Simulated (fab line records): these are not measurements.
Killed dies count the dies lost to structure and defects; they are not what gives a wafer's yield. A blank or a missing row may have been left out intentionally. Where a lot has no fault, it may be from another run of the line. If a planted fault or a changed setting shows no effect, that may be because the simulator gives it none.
The tool behind it: which one? | flow sky130 | Sampling: 24 lots, 72 wafers, 5 of 708 route steps

WHAT EACH GAUGE READ, for each wafer
SKY_VT_ADJUST_PCH_OVL_MEAS_07.
lot  | measured     | on         | VT_ADJUST_PCH_OVL (nm)
L074 | day 10 12:33 | overlay-02 | 1.1 0.2 -2.0
L075 | day 10 19:32 | overlay-02 | 1.5 -1.1 0.2
L076 | day 10 20:49 | overlay-01 | -2.1 -1.8 -1.5
L077 | day 11 08:07 | overlay-01 | -1.0 -0.4 -0.7
L078 | day 11 16:03 | overlay-01 | -0.7 0.5 0.2
L079 | day 11 20:08 | overlay-02 | -0.6 -2.3 -0.1
L080 | day 12 04:29 | overlay-02 | -2.3 -1.8 -2.8
L081 | day 12 13:54 | overlay-01 | -0.4 -0.5 -0.9
L082 | day 12 21:38 | overlay-02 | -2.0 -2.2 -0.5
L083 | day 13 11:31 | overlay-02 | -0.9 -1.8 -2.0
L085 | day 14 01:34 | overlay-02 | -1.4 -3.7 -1.8
L084 | day 14 03:40 | overlay-02 | 2.0 0.3 -1.9
L086 | day 14 12:41 | overlay-02 | -4.1 -4.6 -2.2
L087 | day 14 19:26 | overlay-01 | -1.2 -0.3 -1.5
L088 | day 14 22:10 | overlay-02 | 1.4 1.4 0.0
L089 | day 15 12:50 | overlay-02 | -1.6 -2.6 -1.8
L090 | day 15 22:55 | overlay-01 | -2.6 -1.7 -1.2
L091 | day 16 03:28 | overlay-02 | 0.1 -1.0 -1.6
L092 | day 16 12:07 | overlay-02 | -0.9 -0.8 -1.4
L093 | day 16 15:22 | overlay-01 | 0.9 1.3 0.2
L094 | day 16 16:58 | overlay-02 | -0.9 -0.4 -1.6
L095 | day 17 02:18 | overlay-02 | -0.5 -1.3 -1.7
L096 | day 17 11:56 | overlay-02 | -1.4 1.1 -0.9
L097 | day 17 16:08 | overlay-01 | -0.5 -1.0 -0.1

SKY_LDD_HVP_OVL_MEAS_07.
lot  | measured     | on         | LDD_HVP_OVL (nm)
L074 | day 21 17:27 | overlay-01 | 1.6 1.4 0.5
L075 | day 22 06:18 | overlay-02 | -2.3 -2.0 -1.8
L076 | day 22 05:35 | overlay-01 | 0.0 -2.8 -1.0
L077 | day 22 15:06 | overlay-02 | -1.8 -2.4 -2.4
L078 | day 23 04:12 | overlay-01 | -1.1 -1.0 0.1
L079 | day 23 04:59 | overlay-01 | -0.5 -0.5 -1.5
L080 | day 23 18:44 | overlay-02 | 0.2 1.7 0.0
L081 | day 25 00:38 | overlay-01 | -2.5 -3.2 -2.1
L082 | day 25 01:20 | overlay-02 | -0.5 0.5 -1.9
L083 | day 25 12:51 | overlay-01 | -3.4 -5.5 -4.0
L085 | day 26 06:20 | overlay-01 | -0.6 0.3 0.3
L084 | day 26 05:45 | overlay-01 | 0.0 0.1 -0.7
L086 | day 26 15:48 | overlay-02 | -1.4 -1.4 -2.4
L087 | day 27 04:50 | overlay-02 | -1.6 -3.2 -2.6
L088 | day 27 03:02 | overlay-02 | -1.7 -0.8 -1.6
L089 | day 27 14:11 | overlay-01 | -1.8 0.6 -0.9
L090 | day 28 07:05 | overlay-02 | -3.2 -1.3 -2.4
L091 | day 28 05:17 | overlay-02 | -1.3 -0.6 1.7
L092 | day 28 19:00 | overlay-02 | -1.1 -2.1 -2.4
L093 | day 28 17:35 | overlay-01 | 2.7 1.7 1.2
L094 | day 28 19:17 | overlay-01 | -1.0 -0.4 0.1
L095 | day 29 04:38 | overlay-01 | -3.0 -5.0 -2.7
L096 | day 29 14:02 | overlay-02 | 1.2 -0.1 -0.2
L097 | day 29 15:05 | overlay-01 | -3.2 -2.2 -1.6

SKY_LOCAL_INTERCONNECT_THK_MEAS_02: measures by xrf.
lot  | measured     | on           | LOCAL_INTERCONNECT_TIN_THK (nm)
L074 | day 29 06:29 | filmMetro-03 | 99.1 98.4 99.1
L075 | day 29 19:45 | filmMetro-03 | 98.7 98.2 97.9
L076 | day 29 17:55 | filmMetro-01 | 98.2 98.7 98.5
L077 | day 30 05:40 | filmMetro-01 | 97.4 97.1 97.6
L078 | day 30 16:58 | filmMetro-01 | 98.4 98.8 98.3
L079 | day 30 18:07 | filmMetro-03 | 97.6 97.9 98.2
L080 | day 31 04:58 | filmMetro-02 | 99.5 98.9 99.0
L081 | day 32 07:53 | filmMetro-02 | 98.5 99.0 98.0
L082 | day 32 09:47 | filmMetro-02 | 99.7 98.3 98.6
L083 | day 32 19:13 | filmMetro-02 | 98.4 98.6 97.4
L085 | day 33 11:39 | filmMetro-02 | 100.0 98.5 99.8
L084 | day 33 09:25 | filmMetro-01 | 99.4 98.6 97.0
L086 | day 33 20:16 | filmMetro-03 | 97.6 98.4 99.5
L087 | day 34 08:50 | filmMetro-02 | 99.4 98.0 98.3
L088 | day 34 08:28 | filmMetro-02 | 99.1 99.8 99.0
L089 | day 34 16:32 | filmMetro-03 | 98.6 98.9 98.0
L090 | day 35 09:42 | filmMetro-03 | 98.3 99.6 98.6
L091 | day 35 08:45 | filmMetro-02 | 98.0 97.5 97.6
L092 | day 35 21:08 | filmMetro-01 | 100.4 99.9 98.2
L093 | day 35 16:23 | filmMetro-01 | 99.1 98.0 99.5
L094 | day 35 21:28 | filmMetro-01 | 100.7 100.4 100.0
L095 | day 36 03:30 | filmMetro-02 | 99.5 100.6 99.8
L096 | day 36 13:47 | filmMetro-03 | 99.1 99.2 98.2
L097 | day 36 14:45 | filmMetro-02 | 98.4 97.1 97.8

WHAT TOOL EACH LOT RAN ON (gives the tool, then ch and the chambers of the sampled wafers, and finally the start)
lot  | SKY_POLY_CUT_ETCH_10              | SKY_LI_CONTACT_CMP_24
L074 | rieDiel-03 ch 0,2,3, day 24 07:35 | cmp-01 ch 0,3, day 29 06:00
L075 | rieDiel-03 ch 0,3, day 24 22:08   | cmp-02 ch 0,2,3, day 29 19:21
L076 | rieDiel-01 ch 2, day 24 19:50     | cmp-01 ch 1,2,3, day 29 17:32
L077 | rieDiel-02 ch 0,1,3, day 25 05:26 | cmp-02 ch 0,2, day 30 05:14
L078 | rieDiel-03 ch 0,1,3, day 25 18:58 | cmp-02 ch 1,3, day 30 16:29
L079 | rieDiel-01 ch 0,1, day 25 19:19   | cmp-01 ch 0,2, day 30 17:41
L080 | rieDiel-01 ch 1,2, day 26 08:41   | cmp-02 ch 0,2, day 31 04:32
L081 | rieDiel-02 ch 1,2,3, day 27 13:04 | cmp-02 ch 0,1,3, day 32 07:27
L082 | rieDiel-03 ch 0,2,3, day 27 14:52 | cmp-01 ch 0,2, day 32 09:21
L083 | rieDiel-03 ch 2,3, day 28 01:02   | cmp-01 ch 2,3, day 32 18:41
L085 | rieDiel-03 ch 0,1,3, day 28 18:02 | cmp-02 ch 1,2,3, day 33 11:16
L084 | rieDiel-02 ch 2,3, day 28 16:37   | cmp-01 ch 0,3, day 33 08:55
L086 | rieDiel-03 ch 0,1, day 29 03:37   | cmp-02 ch 1,2,3, day 33 19:56
L087 | rieDiel-01 ch 0,1, day 29 16:55   | cmp-01 ch 0,1,3, day 34 08:23
L088 | rieDiel-03 ch 0,2,3, day 29 15:37 | cmp-01 ch 0,2,3, day 34 08:08
L089 | rieDiel-01 ch 0,2,3, day 30 00:50 | cmp-01 ch 0,1,2, day 34 16:10
L090 | rieDiel-01 ch 0,3, day 30 18:59   | cmp-02 ch 2,3, day 35 09:16
L091 | rieDiel-03 ch 0,1,3, day 30 18:10 | cmp-01 ch 0,2,3, day 35 08:16
L092 | rieDiel-03 ch 1,3, day 31 05:23   | cmp-01 ch 0,2,3, day 35 20:38
L093 | rieDiel-02 ch 0,2, day 31 02:50   | cmp-02 ch 0,1,2, day 35 15:54
L094 | rieDiel-01 ch 0,3, day 31 05:58   | cmp-02 ch 2,3, day 35 20:59
L095 | rieDiel-02 ch 0,2, day 31 14:46   | cmp-01 ch 0,3, day 36 03:00
L096 | rieDiel-02 ch 0,2,3, day 32 02:25 | cmp-02 ch 1,2,3, day 36 13:21
L097 | rieDiel-01 ch 2,3, day 32 02:46   | cmp-01 ch 0,1, day 36 14:19
- SKY_POLY_CUT_ETCH_10: etches BARC in N2/H2, stops on SiO2, time 45.9 s, target depth 60 nm.
- SKY_LI_CONTACT_CMP_24: polishes, stops on PSG, t overpolish 20 s, target thk 0 nm.

WHAT THE TOOLS THEMSELVES READ (means of the sampled wafers that have a number; where no wafer has one, the mark that the record gives instead)
SKY_POLY_CUT_ETCH_10.
lot  | tool       | drypumpMotorCurrentA (A) | oesProductAu (a.u.) | throttleValvePct (%)
L074 | rieDiel-03 | 5.2                      | 0.861               | 13.230
L075 | rieDiel-03 | 5.5                      | 0.851               | 13.217
L076 | rieDiel-01 | 4.8                      | 0.857               | 13.227
L077 | rieDiel-02 | 5.5                      | 0.857               | 13.227
L078 | rieDiel-03 | 5.4                      | 0.850               | 13.225
L079 | rieDiel-01 | 5.7                      | 0.856               | 13.217
L080 | rieDiel-01 | 5.4                      | 0.855               | 13.223
L081 | rieDiel-02 | 5.6                      | 0.855               | 13.222
L082 | rieDiel-03 | 5.2                      | 0.862               | 13.223
L083 | rieDiel-03 | 4.9                      | 0.858               | 13.223
L085 | rieDiel-03 | 5.4                      | 0.858               | 13.227
L084 | rieDiel-02 | 6.1                      | 0.849               | 13.218
L086 | rieDiel-03 | 5.6                      | 0.850               | 13.223
L087 | rieDiel-01 | 5.7                      | 0.853               | 13.230
L088 | rieDiel-03 | 5.3                      | 0.848               | 13.222
L089 | rieDiel-01 | 5.4                      | 0.852               | 13.216
L090 | rieDiel-01 | 5.7                      | 0.852               | 13.224
L091 | rieDiel-03 | 5.3                      | 0.853               | 13.226
L092 | rieDiel-03 | 5.1                      | 0.858               | 13.219
L093 | rieDiel-02 | 6.3                      | 0.854               | 13.214
L094 | rieDiel-01 | 5.7                      | 0.851               | 13.237
L095 | rieDiel-02 | 6.1                      | 0.859               | 13.216
L096 | rieDiel-02 | 5.9                      | 0.857               | 13.230
L097 | rieDiel-01 | 5.0                      | 0.856               | 13.215

SKY_LI_CONTACT_CMP_24.
lot  | tool   | motorCurrentA (A) | overpolishRunS (s) | platenRpm (rpm) | slurryFlowMlMin | timeToEndpointS (s)
L074 | cmp-01 | 10.1              | 20.004             | 59.93           | 150.2           | 96
L075 | cmp-02 | 11.4              | 20.002             | 59.98           | 149.6           | 96
L076 | cmp-01 | 11.2              | 20.009             | 60.02           | 150.3           | 97
L077 | cmp-02 | 12.0              | 19.998             | 59.98           | 150.0           | 94
L078 | cmp-02 | 11.1              | 20.003             | 59.98           | 149.7           | 97
L079 | cmp-01 | 11.6              | 19.999             | 59.98           | 150.9           | 96
L080 | cmp-02 | 11.6              | 19.997             | 60.04           | 150.0           | 92
L081 | cmp-02 | 11.0              | 20.004             | 59.98           | 149.9           | 96
L082 | cmp-01 | 11.5              | 20.001             | 59.99           | 150.2           | 94
L083 | cmp-01 | 11.5              | 20.002             | 60.04           | 150.4           | 97
L085 | cmp-02 | 11.5              | 20.000             | 59.98           | 150.4           | 101
L084 | cmp-01 | 10.2              | 20.002             | 59.99           | 149.5           | 95
L086 | cmp-02 | 11.6              | 20.001             | 60.00           | 150.2           | 103
L087 | cmp-01 | 10.1              | 19.998             | 59.99           | 150.1           | 96
L088 | cmp-01 | 10.9              | 19.995             | 59.96           | 149.6           | 98
L089 | cmp-01 | 11.3              | 19.991             | 59.99           | 149.8           | 94
L090 | cmp-02 | 12.1              | 20.000             | 59.97           | 149.8           | 95
L091 | cmp-01 | 10.8              | 20.005             | 59.97           | 149.6           | 97
L092 | cmp-01 | 10.3              | 20.002             | 59.96           | 150.1           | 96
L093 | cmp-02 | 11.9              | 19.996             | 59.98           | 149.4           | 98
L094 | cmp-02 | 11.7              | 19.998             | 59.99           | 149.8           | 93
L095 | cmp-01 | 9.9               | 19.997             | 59.99           | 150.2           | 96
L096 | cmp-02 | 11.4              | 19.996             | 60.03           | 150.3           | 95
L097 | cmp-01 | 9.9               | 20.003             | 60.03           | 149.9           | 90

THE ANSWER, worked out from the rows above alone
Rule: the usual values come from the lots themselves. The widest of any qualifying gaps counts: lots, ordered by their means at a reading, are off when they make up no more than a third of the lots, leave a main group of 4 or more, and stand apart from it by 3 or more times the standard deviation of that group's means. Not used: any main group whose means are identical at the precision the tables above print for the reading. A lot without any number at a reading at which 4 lots or more have one is off too. The other lots that the step has rows for count as sound. First the gauges in route order, then the tools' own readings, where a lot's mean is used as printed above. The first step at which some lot is off is used, and at that step the reading that is off furthest; a lot without a number counts as furthest.
Nothing can be told from this: no lot is off at any reading shown.

WHAT HAD BEEN PUT IN BY THE SIMULATOR
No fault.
